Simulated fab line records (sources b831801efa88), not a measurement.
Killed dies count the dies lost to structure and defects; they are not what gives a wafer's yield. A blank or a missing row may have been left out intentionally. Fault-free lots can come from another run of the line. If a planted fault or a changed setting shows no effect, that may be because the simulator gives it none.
fab line records / flow sky130
[record] lots = 15 wafers = 45 last_day = 49
route steps=708 shown CONTACT@429 METAL1@436 VIA1@458
lots untouched by any fault: they come from a run of this same line in which no faults occurred
start_h: the number of hours between the record's first day and the start of the first shown wafer of the lot / wait_h: hours elapsed since this lot's preceding step / " unchanged from the row above / L1.1+2: several wafers, shown together as one row / - value missing, or start not given / * or withheld: withheld / < > ~ a bound
route shown NAME@n: NAME is a module with steps in the file, n the number in the route of the first one / usual: average and standard deviation across the fault-free wafers / same: alike in all rows / chamber/n: place in a boat / sites: readings site by site / _std_site: how widely they spread, as a standard deviation / _edge_site: mean of outer sites minus mean of inner sites / radius_mm: for every site, how far away it sits from the centre of the wafer / mask NAME#n: copy n / behind: the last tool/chamber to shape the wafer / hold: why the lot went on hold/how many hours it stayed there/how the hold came to an end / device: names the non-switching transistor (n, p or np) / end of line: tests of these same wafers at the route's end / a step without rows: its recipe alone / killed: not the wafer's yield, but the dies lost to structure and defects at the first sort / map: a wafer's dies, x killed, . not, _ none there
set.NAME: the setting that was run; set.NAME@STEP: the one run at that earlier step / model.NAME: the simulator's own value behind a step, which no gauge read
one table for each step of the route and one row for each wafer, over a sample of lots
services: from which hour (start_h, from the record's first day; less than 0 if before it) a tool's chamber was out of use, for how many hours, and why
[[steps]]
[step SKY_CONTACT_SPUTTER_23]
[recipe] material = TiN target_thk_nm = 20 chamber_pressure_pa = 5 power_w = 4000 time_s = 80
[usual] throttle_valve_pct = 30.5/0.68
lot.wafer=L156.1 tool=pvd_sputter-03 chamber=- start_h=728.90 wait_h=0.0 throttle_valve_pct=31.0
lot.wafer=L156.5 tool=pvd_sputter-03 chamber=- start_h=728.90 wait_h=0.0 throttle_valve_pct=30.1
lot.wafer=L156.6 tool=pvd_sputter-03 chamber=- start_h=728.90 wait_h=0.0 throttle_valve_pct=30.9
lot.wafer=L157.2 tool=pvd_sputter-04 chamber=- start_h=732.38 wait_h=0.0 throttle_valve_pct=29.7
lot.wafer=L157.4 tool=pvd_sputter-04 chamber=- start_h=732.38 wait_h=0.0 throttle_valve_pct=29.3
lot.wafer=L157.6 tool=pvd_sputter-04 chamber=- start_h=732.38 wait_h=0.0 throttle_valve_pct=29.4
lot.wafer=L158.1 tool=pvd_sputter-04 chamber=- start_h=743.82 wait_h=0.0 throttle_valve_pct=31.5
lot.wafer=L158.4 tool=pvd_sputter-04 chamber=- start_h=743.82 wait_h=0.0 throttle_valve_pct=29.3
lot.wafer=L158.6 tool=pvd_sputter-04 chamber=- start_h=743.82 wait_h=0.0 throttle_valve_pct=31.3
lot.wafer=L159.2 tool=pvd_sputter-03 chamber=- start_h=760.17 wait_h=0.0 throttle_valve_pct=30.8
lot.wafer=L159.5 tool=pvd_sputter-03 chamber=- start_h=760.17 wait_h=0.0 throttle_valve_pct=30.0
lot.wafer=L159.6 tool=pvd_sputter-03 chamber=- start_h=760.17 wait_h=0.0 throttle_valve_pct=30.7
lot.wafer=L160.1 tool=pvd_sputter-03 chamber=- start_h=764.66 wait_h=0.0 throttle_valve_pct=30.0
lot.wafer=L160.2 tool=pvd_sputter-03 chamber=- start_h=764.66 wait_h=0.0 throttle_valve_pct=30.7
lot.wafer=L160.6 tool=pvd_sputter-03 chamber=- start_h=764.66 wait_h=0.0 throttle_valve_pct=31.1
lot.wafer=L161.1 tool=pvd_sputter-02 chamber=- start_h=770.43 wait_h=0.0 throttle_valve_pct=30.0
lot.wafer=L161.5 tool=pvd_sputter-02 chamber=- start_h=770.43 wait_h=0.0 throttle_valve_pct=30.1
lot.wafer=L161.6 tool=pvd_sputter-02 chamber=- start_h=770.43 wait_h=0.0 throttle_valve_pct=29.5
lot.wafer=L162.3 tool=pvd_sputter-04 chamber=- start_h=781.23 wait_h=0.0 throttle_valve_pct=31.2
lot.wafer=L162.4 tool=pvd_sputter-04 chamber=- start_h=781.23 wait_h=0.0 throttle_valve_pct=29.5
lot.wafer=L162.5 tool=pvd_sputter-04 chamber=- start_h=781.23 wait_h=0.0 throttle_valve_pct=29.2
lot.wafer=L163.3 tool=pvd_sputter-03 chamber=- start_h=790.12 wait_h=0.0 throttle_valve_pct=31.0
lot.wafer=L163.4 tool=pvd_sputter-03 chamber=- start_h=790.12 wait_h=0.0 throttle_valve_pct=30.8
lot.wafer=L163.5 tool=pvd_sputter-03 chamber=- start_h=790.12 wait_h=0.0 throttle_valve_pct=30.1
lot.wafer=L164.1 tool=pvd_sputter-02 chamber=- start_h=797.38 wait_h=0.0 throttle_valve_pct=29.7
lot.wafer=L164.2 tool=pvd_sputter-02 chamber=- start_h=797.38 wait_h=0.0 throttle_valve_pct=30.1
lot.wafer=L164.5 tool=pvd_sputter-02 chamber=- start_h=797.38 wait_h=0.0 throttle_valve_pct=29.5
lot.wafer=L165.2 tool=pvd_sputter-02 chamber=- start_h=801.13 wait_h=0.0 throttle_valve_pct=30.2
lot.wafer=L165.5 tool=pvd_sputter-02 chamber=- start_h=801.13 wait_h=0.0 throttle_valve_pct=29.5
lot.wafer=L165.6 tool=pvd_sputter-02 chamber=- start_h=801.13 wait_h=0.0 throttle_valve_pct=30.2
lot.wafer=L166.1 tool=pvd_sputter-03 chamber=- start_h=812.90 wait_h=0.0 throttle_valve_pct=30.9
lot.wafer=L166.2 tool=pvd_sputter-03 chamber=- start_h=812.90 wait_h=0.0 throttle_valve_pct=30.1
lot.wafer=L166.3 tool=pvd_sputter-03 chamber=- start_h=812.90 wait_h=0.0 throttle_valve_pct=30.7
lot.wafer=L167.2 tool=pvd_sputter-03 chamber=- start_h=820.02 wait_h=0.0 throttle_valve_pct=30.7
lot.wafer=L167.4 tool=pvd_sputter-03 chamber=- start_h=820.02 wait_h=0.0 throttle_valve_pct=30.2
lot.wafer=L167.6 tool=pvd_sputter-03 chamber=- start_h=820.02 wait_h=0.0 throttle_valve_pct=30.9
lot.wafer=L171.2 tool=pvd_sputter-03 chamber=- start_h=853.38 wait_h=0.0 throttle_valve_pct=30.8
lot.wafer=L171.4 tool=pvd_sputter-03 chamber=- start_h=853.38 wait_h=0.0 throttle_valve_pct=30.1
lot.wafer=L171.6 tool=pvd_sputter-03 chamber=- start_h=853.38 wait_h=0.0 throttle_valve_pct=30.8
lot.wafer=L173.4 tool=pvd_sputter-03 chamber=- start_h=865.31 wait_h=0.0 throttle_valve_pct=31.0
lot.wafer=L173.5 tool=pvd_sputter-03 chamber=- start_h=865.31 wait_h=0.0 throttle_valve_pct=30.1
lot.wafer=L173.6 tool=pvd_sputter-03 chamber=- start_h=865.31 wait_h=0.0 throttle_valve_pct=30.7
lot.wafer=L174.2 tool=pvd_sputter-03 chamber=- start_h=880.38 wait_h=0.0 throttle_valve_pct=30.7
lot.wafer=L174.4 tool=pvd_sputter-03 chamber=- start_h=880.38 wait_h=0.0 throttle_valve_pct=30.5
lot.wafer=L174.5 tool=pvd_sputter-03 chamber=- start_h=880.38 wait_h=0.0 throttle_valve_pct=31.0
[step SKY_METAL1_SPUTTER_02]
[recipe] material = AlCu target_thk_nm = 250 power_w = 10600 time_s = 13.3 chamber_pressure_pa = 0.4
[usual] throttle_valve_pct = 30.1/0.53
lot.wafer=L156.1 tool=pvd_sputter-01 chamber=- start_h=729.60 wait_h=0.0 throttle_valve_pct=30.0
lot.wafer=L156.5 tool=pvd_sputter-01 chamber=- start_h=729.60 wait_h=0.0 throttle_valve_pct=30.1
lot.wafer=L156.6 tool=pvd_sputter-01 chamber=- start_h=729.60 wait_h=0.0 throttle_valve_pct=30.4
lot.wafer=L157.2 tool=pvd_sputter-03 chamber=- start_h=733.08 wait_h=0.0 throttle_valve_pct=31.0
lot.wafer=L157.4 tool=pvd_sputter-03 chamber=- start_h=733.08 wait_h=0.0 throttle_valve_pct=30.0
lot.wafer=L157.6 tool=pvd_sputter-03 chamber=- start_h=733.08 wait_h=0.0 throttle_valve_pct=30.7
lot.wafer=L158.1 tool=pvd_sputter-02 chamber=- start_h=744.52 wait_h=0.0 throttle_valve_pct=30.2
lot.wafer=L158.4 tool=pvd_sputter-02 chamber=- start_h=744.52 wait_h=0.0 throttle_valve_pct=29.9
lot.wafer=L158.6 tool=pvd_sputter-02 chamber=- start_h=744.52 wait_h=0.0 throttle_valve_pct=30.3
lot.wafer=L159.2 tool=pvd_sputter-01 chamber=- start_h=760.87 wait_h=0.0 throttle_valve_pct=30.1
lot.wafer=L159.5 tool=pvd_sputter-01 chamber=- start_h=760.87 wait_h=0.0 throttle_valve_pct=30.1
lot.wafer=L159.6 tool=pvd_sputter-01 chamber=- start_h=760.87 wait_h=0.0 throttle_valve_pct=30.1
lot.wafer=L160.1 tool=pvd_sputter-02 chamber=- start_h=765.36 wait_h=0.0 throttle_valve_pct=30.2
lot.wafer=L160.2 tool=pvd_sputter-02 chamber=- start_h=765.36 wait_h=0.0 throttle_valve_pct=29.7
lot.wafer=L160.6 tool=pvd_sputter-02 chamber=- start_h=765.36 wait_h=0.0 throttle_valve_pct=29.7
lot.wafer=L161.1 tool=pvd_sputter-03 chamber=- start_h=771.13 wait_h=0.0 throttle_valve_pct=30.8
lot.wafer=L161.5 tool=pvd_sputter-03 chamber=- start_h=771.13 wait_h=0.0 throttle_valve_pct=30.4
lot.wafer=L161.6 tool=pvd_sputter-03 chamber=- start_h=771.13 wait_h=0.0 throttle_valve_pct=31.3
lot.wafer=L162.3 tool=pvd_sputter-02 chamber=- start_h=781.94 wait_h=0.0 throttle_valve_pct=29.8
lot.wafer=L162.4 tool=pvd_sputter-02 chamber=- start_h=781.94 wait_h=0.0 throttle_valve_pct=29.4
lot.wafer=L162.5 tool=pvd_sputter-02 chamber=- start_h=781.94 wait_h=0.0 throttle_valve_pct=29.3
lot.wafer=L163.3 tool=pvd_sputter-02 chamber=- start_h=790.82 wait_h=0.0 throttle_valve_pct=30.0
lot.wafer=L163.4 tool=pvd_sputter-02 chamber=- start_h=790.82 wait_h=0.0 throttle_valve_pct=29.8
lot.wafer=L163.5 tool=pvd_sputter-02 chamber=- start_h=790.82 wait_h=0.0 throttle_valve_pct=29.7
lot.wafer=L164.1 tool=pvd_sputter-03 chamber=- start_h=798.07 wait_h=0.0 throttle_valve_pct=30.8
lot.wafer=L164.2 tool=pvd_sputter-03 chamber=- start_h=798.07 wait_h=0.0 throttle_valve_pct=30.9
lot.wafer=L164.5 tool=pvd_sputter-03 chamber=- start_h=798.07 wait_h=0.0 throttle_valve_pct=31.4
lot.wafer=L165.2 tool=pvd_sputter-03 chamber=- start_h=801.83 wait_h=0.0 throttle_valve_pct=30.8
lot.wafer=L165.5 tool=pvd_sputter-03 chamber=- start_h=801.83 wait_h=0.0 throttle_valve_pct=30.2
lot.wafer=L165.6 tool=pvd_sputter-03 chamber=- start_h=801.83 wait_h=0.0 throttle_valve_pct=31.0
lot.wafer=L166.1 tool=pvd_sputter-01 chamber=- start_h=813.60 wait_h=0.0 throttle_valve_pct=30.1
lot.wafer=L166.2 tool=pvd_sputter-01 chamber=- start_h=813.60 wait_h=0.0 throttle_valve_pct=30.0
lot.wafer=L166.3 tool=pvd_sputter-01 chamber=- start_h=813.60 wait_h=0.0 throttle_valve_pct=30.4
lot.wafer=L167.2 tool=pvd_sputter-01 chamber=- start_h=820.72 wait_h=0.0 throttle_valve_pct=30.6
lot.wafer=L167.4 tool=pvd_sputter-01 chamber=- start_h=820.72 wait_h=0.0 throttle_valve_pct=30.0
lot.wafer=L167.6 tool=pvd_sputter-01 chamber=- start_h=820.72 wait_h=0.0 throttle_valve_pct=29.9
lot.wafer=L171.2 tool=pvd_sputter-02 chamber=- start_h=854.07 wait_h=0.0 throttle_valve_pct=29.5
lot.wafer=L171.4 tool=pvd_sputter-02 chamber=- start_h=854.07 wait_h=0.0 throttle_valve_pct=30.2
lot.wafer=L171.6 tool=pvd_sputter-02 chamber=- start_h=854.07 wait_h=0.0 throttle_valve_pct=29.5
lot.wafer=L173.4 tool=pvd_sputter-01 chamber=- start_h=866.01 wait_h=0.0 throttle_valve_pct=29.3
lot.wafer=L173.5 tool=pvd_sputter-01 chamber=- start_h=866.01 wait_h=0.0 throttle_valve_pct=30.1
lot.wafer=L173.6 tool=pvd_sputter-01 chamber=- start_h=866.01 wait_h=0.0 throttle_valve_pct=29.2
lot.wafer=L174.2 tool=pvd_sputter-01 chamber=- start_h=881.08 wait_h=0.0 throttle_valve_pct=30.7
lot.wafer=L174.4 tool=pvd_sputter-01 chamber=- start_h=881.08 wait_h=0.0 throttle_valve_pct=29.5
lot.wafer=L174.5 tool=pvd_sputter-01 chamber=- start_h=881.08 wait_h=0.0 throttle_valve_pct=29.3
[step SKY_METAL1_RS_MEAS_05]
[recipe] thk_meas_gauge = four-point-probe reads = TiN_of_METAL1_SPUTTER_04+Ti_of_METAL1_SPUTTER_03+AlCu_of_METAL1_SPUTTER_02+TiN_of_METAL1_SPUTTER_01+Ti_of_METAL1_SPUTTER_00
[usual] METAL1_ALCU_RS = 0.1269/0.0011
lot.wafer=L156.1 tool=film_metro-03 chamber=- start_h=729.69 wait_h=0.0 METAL1_ALCU_RS[ohm/sq]=0.1278
lot.wafer=L156.5 tool=film_metro-03 chamber=- start_h=729.69 wait_h=0.0 METAL1_ALCU_RS[ohm/sq]=0.1263
lot.wafer=L156.6 tool=film_metro-03 chamber=- start_h=729.69 wait_h=0.0 METAL1_ALCU_RS[ohm/sq]=0.1271
lot.wafer=L157.2 tool=film_metro-03 chamber=- start_h=733.19 wait_h=0.0 METAL1_ALCU_RS[ohm/sq]=0.1257
lot.wafer=L157.4 tool=film_metro-03 chamber=- start_h=733.19 wait_h=0.0 METAL1_ALCU_RS[ohm/sq]=0.1268
lot.wafer=L157.6 tool=film_metro-03 chamber=- start_h=733.19 wait_h=0.0 METAL1_ALCU_RS[ohm/sq]=0.1247
lot.wafer=L158.1 tool=film_metro-01 chamber=- start_h=744.61 wait_h=0.0 METAL1_ALCU_RS[ohm/sq]=0.1256
lot.wafer=L158.4 tool=film_metro-01 chamber=- start_h=744.61 wait_h=0.0 METAL1_ALCU_RS[ohm/sq]=0.1239
lot.wafer=L158.6 tool=film_metro-01 chamber=- start_h=744.61 wait_h=0.0 METAL1_ALCU_RS[ohm/sq]=0.1259
lot.wafer=L159.2 tool=film_metro-01 chamber=- start_h=760.98 wait_h=0.0 METAL1_ALCU_RS[ohm/sq]=0.1262
lot.wafer=L159.5 tool=film_metro-01 chamber=- start_h=760.98 wait_h=0.0 METAL1_ALCU_RS[ohm/sq]=0.1271
lot.wafer=L159.6 tool=film_metro-01 chamber=- start_h=760.98 wait_h=0.0 METAL1_ALCU_RS[ohm/sq]=0.1268
lot.wafer=L160.1 tool=film_metro-04 chamber=- start_h=765.46 wait_h=0.0 METAL1_ALCU_RS[ohm/sq]=0.1275
lot.wafer=L160.2 tool=film_metro-04 chamber=- start_h=765.46 wait_h=0.0 METAL1_ALCU_RS[ohm/sq]=0.1268
lot.wafer=L160.6 tool=film_metro-04 chamber=- start_h=765.46 wait_h=0.0 METAL1_ALCU_RS[ohm/sq]=0.1267
lot.wafer=L161.1 tool=film_metro-03 chamber=- start_h=771.22 wait_h=0.0 METAL1_ALCU_RS[ohm/sq]=0.1253
lot.wafer=L161.5 tool=film_metro-03 chamber=- start_h=771.22 wait_h=0.0 METAL1_ALCU_RS[ohm/sq]=0.1251
lot.wafer=L161.6 tool=film_metro-03 chamber=- start_h=771.22 wait_h=0.0 METAL1_ALCU_RS[ohm/sq]=0.1255
lot.wafer=L162.3 tool=film_metro-03 chamber=- start_h=782.07 wait_h=0.1 METAL1_ALCU_RS[ohm/sq]=0.1282
lot.wafer=L162.4 tool=film_metro-03 chamber=- start_h=782.07 wait_h=0.1 METAL1_ALCU_RS[ohm/sq]=0.1271
lot.wafer=L162.5 tool=film_metro-03 chamber=- start_h=782.07 wait_h=0.1 METAL1_ALCU_RS[ohm/sq]=0.1285
lot.wafer=L163.3 tool=film_metro-01 chamber=- start_h=790.95 wait_h=0.1 METAL1_ALCU_RS[ohm/sq]=0.1257
lot.wafer=L163.4 tool=film_metro-01 chamber=- start_h=790.95 wait_h=0.1 METAL1_ALCU_RS[ohm/sq]=0.1268
lot.wafer=L163.5 tool=film_metro-01 chamber=- start_h=790.95 wait_h=0.1 METAL1_ALCU_RS[ohm/sq]=0.1271
lot.wafer=L164.1 tool=film_metro-04 chamber=- start_h=798.17 wait_h=0.0 METAL1_ALCU_RS[ohm/sq]=0.1270
lot.wafer=L164.2 tool=film_metro-04 chamber=- start_h=798.17 wait_h=0.0 METAL1_ALCU_RS[ohm/sq]=0.1271
lot.wafer=L164.5 tool=film_metro-04 chamber=- start_h=798.17 wait_h=0.0 METAL1_ALCU_RS[ohm/sq]=0.1273
lot.wafer=L165.2 tool=film_metro-04 chamber=- start_h=801.94 wait_h=0.0 METAL1_ALCU_RS[ohm/sq]=0.1249
lot.wafer=L165.5 tool=film_metro-04 chamber=- start_h=801.94 wait_h=0.0 METAL1_ALCU_RS[ohm/sq]=0.1262
lot.wafer=L165.6 tool=film_metro-04 chamber=- start_h=801.94 wait_h=0.0 METAL1_ALCU_RS[ohm/sq]=0.1252
lot.wafer=L166.1 tool=film_metro-01 chamber=- start_h=813.69 wait_h=0.0 METAL1_ALCU_RS[ohm/sq]=0.1273
lot.wafer=L166.2 tool=film_metro-01 chamber=- start_h=813.69 wait_h=0.0 METAL1_ALCU_RS[ohm/sq]=0.1262
lot.wafer=L166.3 tool=film_metro-01 chamber=- start_h=813.69 wait_h=0.0 METAL1_ALCU_RS[ohm/sq]=0.1255
lot.wafer=L167.2 tool=film_metro-03 chamber=- start_h=820.83 wait_h=0.0 METAL1_ALCU_RS[ohm/sq]=0.1275
lot.wafer=L167.4 tool=film_metro-03 chamber=- start_h=820.83 wait_h=0.0 METAL1_ALCU_RS[ohm/sq]=0.1277
lot.wafer=L167.6 tool=film_metro-03 chamber=- start_h=820.83 wait_h=0.0 METAL1_ALCU_RS[ohm/sq]=0.1279
lot.wafer=L171.2 tool=film_metro-01 chamber=- start_h=854.19 wait_h=0.0 METAL1_ALCU_RS[ohm/sq]=0.1261
lot.wafer=L171.4 tool=film_metro-01 chamber=- start_h=854.19 wait_h=0.0 METAL1_ALCU_RS[ohm/sq]=0.1262
lot.wafer=L171.6 tool=film_metro-01 chamber=- start_h=854.19 wait_h=0.0 METAL1_ALCU_RS[ohm/sq]=0.1266
lot.wafer=L173.4 tool=film_metro-04 chamber=- start_h=866.16 wait_h=0.1 METAL1_ALCU_RS[ohm/sq]=0.1259
lot.wafer=L173.5 tool=film_metro-04 chamber=- start_h=866.16 wait_h=0.1 METAL1_ALCU_RS[ohm/sq]=0.1271
lot.wafer=L173.6 tool=film_metro-04 chamber=- start_h=866.16 wait_h=0.1 METAL1_ALCU_RS[ohm/sq]=0.1252
lot.wafer=L174.2 tool=film_metro-04 chamber=- start_h=881.19 wait_h=0.0 METAL1_ALCU_RS[ohm/sq]=0.1274
lot.wafer=L174.4 tool=film_metro-04 chamber=- start_h=881.19 wait_h=0.0 METAL1_ALCU_RS[ohm/sq]=0.1276
lot.wafer=L174.5 tool=film_metro-04 chamber=- start_h=881.19 wait_h=0.0 METAL1_ALCU_RS[ohm/sq]=0.1270
[step SKY_VIA1_HDPCVD_00]
[recipe] material = SiO2 target_thk_nm = 1030 sigma_open_frac = 0.3 time_s = 171.7 temp_c = 400 sih4_flow_sccm = 60 pressure_mtorr = 6
lot.wafer=L156.1+5+6 tool=hdpcvd-01 chamber=2,2,0 start_h=758.23 wait_h=0.0
lot.wafer=L157.2+4+6 tool=hdpcvd-02 chamber=0,0,1 start_h=761.04 wait_h=0.0
lot.wafer=L158.1+4+6 tool=hdpcvd-02 chamber=1,1,2 start_h=772.51 wait_h=0.0
lot.wafer=L159.2+5+6 tool=hdpcvd-02 chamber=1,2,1 start_h=787.65 wait_h=0.0
lot.wafer=L160.1+2+6 tool=hdpcvd-02 chamber=2,0,2 start_h=792.63 wait_h=0.0
lot.wafer=L161.1+5+6 tool=hdpcvd-01 chamber=1,0,1 start_h=798.26 wait_h=0.0
lot.wafer=L162.3+4+5 tool=hdpcvd-02 chamber=1,2,0 start_h=809.62 wait_h=0.0
lot.wafer=L163.3+4+5 tool=hdpcvd-01 chamber=2,1,0 start_h=818.92 wait_h=0.0
lot.wafer=L164.1+2+5 tool=hdpcvd-01 chamber=2,0,0 start_h=825.77 wait_h=0.0
lot.wafer=L165.2+5+6 tool=hdpcvd-01 chamber=2,1,2 start_h=829.63 wait_h=0.0
lot.wafer=L166.1+2+3 tool=hdpcvd-02 chamber=0,2,1 start_h=840.78 wait_h=0.0
lot.wafer=L167.2+4+6 tool=hdpcvd-02 chamber=1,0,1 start_h=847.61 wait_h=0.0
lot.wafer=L171.2+4+6 tool=hdpcvd-02 chamber=2,0,1 start_h=881.31 wait_h=0.0
lot.wafer=L173.4+5+6 tool=hdpcvd-02 chamber=1,0,2 start_h=892.92 wait_h=0.1
lot.wafer=L174.2+4+5 tool=hdpcvd-02 chamber=0,1,2 start_h=907.43 wait_h=0.0
[step SKY_VIA1_THK_MEAS_01]
[recipe] reads = SiO2_of_VIA1_HDPCVD_00
[usual] VIA1_HDPCVD_THK = 1032/9.1
lot.wafer=L156.1 tool=film_metro-02 chamber=- start_h=758.34 wait_h=0.1 VIA1_HDPCVD_THK[nm]=1022
lot.wafer=L156.5 tool=film_metro-02 chamber=- start_h=758.34 wait_h=0.1 VIA1_HDPCVD_THK[nm]=1017
lot.wafer=L156.6 tool=film_metro-02 chamber=- start_h=758.34 wait_h=0.1 VIA1_HDPCVD_THK[nm]=1030
lot.wafer=L157.2 tool=film_metro-04 chamber=- start_h=761.16 wait_h=0.1 VIA1_HDPCVD_THK[nm]=1033
lot.wafer=L157.4 tool=film_metro-04 chamber=- start_h=761.16 wait_h=0.1 VIA1_HDPCVD_THK[nm]=1037
lot.wafer=L157.6 tool=film_metro-04 chamber=- start_h=761.16 wait_h=0.1 VIA1_HDPCVD_THK[nm]=1031
lot.wafer=L158.1 tool=film_metro-03 chamber=- start_h=772.68 wait_h=0.1 VIA1_HDPCVD_THK[nm]=1029
lot.wafer=L158.4 tool=film_metro-03 chamber=- start_h=772.68 wait_h=0.1 VIA1_HDPCVD_THK[nm]=1030
lot.wafer=L158.6 tool=film_metro-03 chamber=- start_h=772.68 wait_h=0.1 VIA1_HDPCVD_THK[nm]=1038
lot.wafer=L159.2 tool=film_metro-03 chamber=- start_h=787.83 wait_h=0.1 VIA1_HDPCVD_THK[nm]=1039
lot.wafer=L159.5 tool=film_metro-03 chamber=- start_h=787.83 wait_h=0.1 VIA1_HDPCVD_THK[nm]=1044
lot.wafer=L159.6 tool=film_metro-03 chamber=- start_h=787.83 wait_h=0.1 VIA1_HDPCVD_THK[nm]=1039
lot.wafer=L160.1 tool=film_metro-03 chamber=- start_h=792.74 wait_h=0.1 VIA1_HDPCVD_THK[nm]=1028
lot.wafer=L160.2 tool=film_metro-03 chamber=- start_h=792.74 wait_h=0.1 VIA1_HDPCVD_THK[nm]=1028
lot.wafer=L160.6 tool=film_metro-03 chamber=- start_h=792.74 wait_h=0.1 VIA1_HDPCVD_THK[nm]=1034
lot.wafer=L161.1 tool=film_metro-02 chamber=- start_h=798.37 wait_h=0.1 VIA1_HDPCVD_THK[nm]=1031
lot.wafer=L161.5 tool=film_metro-02 chamber=- start_h=798.37 wait_h=0.1 VIA1_HDPCVD_THK[nm]=1022
lot.wafer=L161.6 tool=film_metro-02 chamber=- start_h=798.37 wait_h=0.1 VIA1_HDPCVD_THK[nm]=1040
lot.wafer=L162.3 tool=film_metro-03 chamber=- start_h=809.75 wait_h=0.1 VIA1_HDPCVD_THK[nm]=1028
lot.wafer=L162.4 tool=film_metro-03 chamber=- start_h=809.75 wait_h=0.1 VIA1_HDPCVD_THK[nm]=1023
lot.wafer=L162.5 tool=film_metro-03 chamber=- start_h=809.75 wait_h=0.1 VIA1_HDPCVD_THK[nm]=1016
lot.wafer=L163.3 tool=film_metro-02 chamber=- start_h=819.05 wait_h=0.1 VIA1_HDPCVD_THK[nm]=1027
lot.wafer=L163.4 tool=film_metro-02 chamber=- start_h=819.05 wait_h=0.1 VIA1_HDPCVD_THK[nm]=1030
lot.wafer=L163.5 tool=film_metro-02 chamber=- start_h=819.05 wait_h=0.1 VIA1_HDPCVD_THK[nm]=1027
lot.wafer=L164.1 tool=film_metro-04 chamber=- start_h=825.88 wait_h=0.1 VIA1_HDPCVD_THK[nm]=1041
lot.wafer=L164.2 tool=film_metro-04 chamber=- start_h=825.88 wait_h=0.1 VIA1_HDPCVD_THK[nm]=1029
lot.wafer=L164.5 tool=film_metro-04 chamber=- start_h=825.88 wait_h=0.1 VIA1_HDPCVD_THK[nm]=1024
lot.wafer=L165.2 tool=film_metro-04 chamber=- start_h=829.76 wait_h=0.1 VIA1_HDPCVD_THK[nm]=1041
lot.wafer=L165.5 tool=film_metro-04 chamber=- start_h=829.76 wait_h=0.1 VIA1_HDPCVD_THK[nm]=1025
lot.wafer=L165.6 tool=film_metro-04 chamber=- start_h=829.76 wait_h=0.1 VIA1_HDPCVD_THK[nm]=1033
lot.wafer=L166.1 tool=film_metro-02 chamber=- start_h=840.89 wait_h=0.1 VIA1_HDPCVD_THK[nm]=1037
lot.wafer=L166.2 tool=film_metro-02 chamber=- start_h=840.89 wait_h=0.1 VIA1_HDPCVD_THK[nm]=1036
lot.wafer=L166.3 tool=film_metro-02 chamber=- start_h=840.89 wait_h=0.1 VIA1_HDPCVD_THK[nm]=1033
lot.wafer=L167.2 tool=film_metro-03 chamber=- start_h=847.73 wait_h=0.1 VIA1_HDPCVD_THK[nm]=1025
lot.wafer=L167.4 tool=film_metro-03 chamber=- start_h=847.73 wait_h=0.1 VIA1_HDPCVD_THK[nm]=1031
lot.wafer=L167.6 tool=film_metro-03 chamber=- start_h=847.73 wait_h=0.1 VIA1_HDPCVD_THK[nm]=1027
lot.wafer=L171.2 tool=film_metro-02 chamber=- start_h=881.43 wait_h=0.1 VIA1_HDPCVD_THK[nm]=1033
lot.wafer=L171.4 tool=film_metro-02 chamber=- start_h=881.43 wait_h=0.1 VIA1_HDPCVD_THK[nm]=1040
lot.wafer=L171.6 tool=film_metro-02 chamber=- start_h=881.43 wait_h=0.1 VIA1_HDPCVD_THK[nm]=759
lot.wafer=L173.4 tool=film_metro-02 chamber=- start_h=893.00 wait_h=0.0 VIA1_HDPCVD_THK[nm]=1045
lot.wafer=L173.5 tool=film_metro-02 chamber=- start_h=893.00 wait_h=0.0 VIA1_HDPCVD_THK[nm]=787
lot.wafer=L173.6 tool=film_metro-02 chamber=- start_h=893.00 wait_h=0.0 VIA1_HDPCVD_THK[nm]=776
lot.wafer=L174.2 tool=film_metro-02 chamber=- start_h=907.55 wait_h=0.1 VIA1_HDPCVD_THK[nm]=1042
lot.wafer=L174.4 tool=film_metro-02 chamber=- start_h=907.55 wait_h=0.1 VIA1_HDPCVD_THK[nm]=1034
lot.wafer=L174.5 tool=film_metro-02 chamber=- start_h=907.55 wait_h=0.1 VIA1_HDPCVD_THK[nm]=765
[[services]]
tool=hdpcvd-02 chamber=1 start_h=706.70 hours=4.2 kind=repair
tool=hdpcvd-02 chamber=- start_h=709.02 hours=1.8 kind=repair
tool=hdpcvd-01 chamber=- start_h=723.87 hours=11.4 kind=repair
tool=pvd_sputter-02 chamber=- start_h=727.09 hours=9.4 kind=repair
tool=hdpcvd-01 chamber=- start_h=755.20 hours=2.8 kind=pm
tool=hdpcvd-01 chamber=- start_h=760.67 hours=5.5 kind=pm
tool=hdpcvd-02 chamber=0 start_h=771.46 hours=17.5 kind=repair
tool=pvd_sputter-02 chamber=- start_h=782.44 hours=1.5 kind=repair
tool=pvd_sputter-01 chamber=- start_h=802.57 hours=3.0 kind=repair
tool=pvd_sputter-02 chamber=- start_h=828.23 hours=4.8 kind=repair
tool=pvd_sputter-01 chamber=- start_h=829.93 hours=3.7 kind=repair
tool=pvd_sputter-02 chamber=- start_h=836.78 hours=1.7 kind=repair
tool=pvd_sputter-02 chamber=- start_h=838.46 hours=6.8 kind=repair
tool=pvd_sputter-03 chamber=- start_h=885.50 hours=1.1 kind=repair
[[key]]
[first_sign] step = SKY_VIA1_THK_MEAS_01 reading = VIA1_HDPCVD_THK direction = down sigmas = 29 usual = 1032 struck = 772
effect none on later readings
met_at SKY_VIA1_HDPCVD_00
struck_lots L171,L173,L174
struck_wafers L171.6,L173.5,L173.6,L174.5
sort_left_out L171.6,L173.5,L173.6,L174.5
not_acting_at SKY_CONTACT_SPUTTER_23,SKY_METAL1_SPUTTER_02,SKY_METAL1_RS_MEAS_05
onset_between 847.61 881.31
[fault] kind = process_parameter_drift tool = hdpcvd-02 chamber = - onset_h = 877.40 steps = SKY_VIA1_HDPCVD_00 channel = target_thk_nm offset = -275.79 shape = step end_h = 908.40 scope = struck_wafers_only acts_in = these_recipes_only stated = 1030
// sort_left_out: the simulated sort isn't trusted on such a fault, so these wafers' sort isn't shown, and their yield isn't known
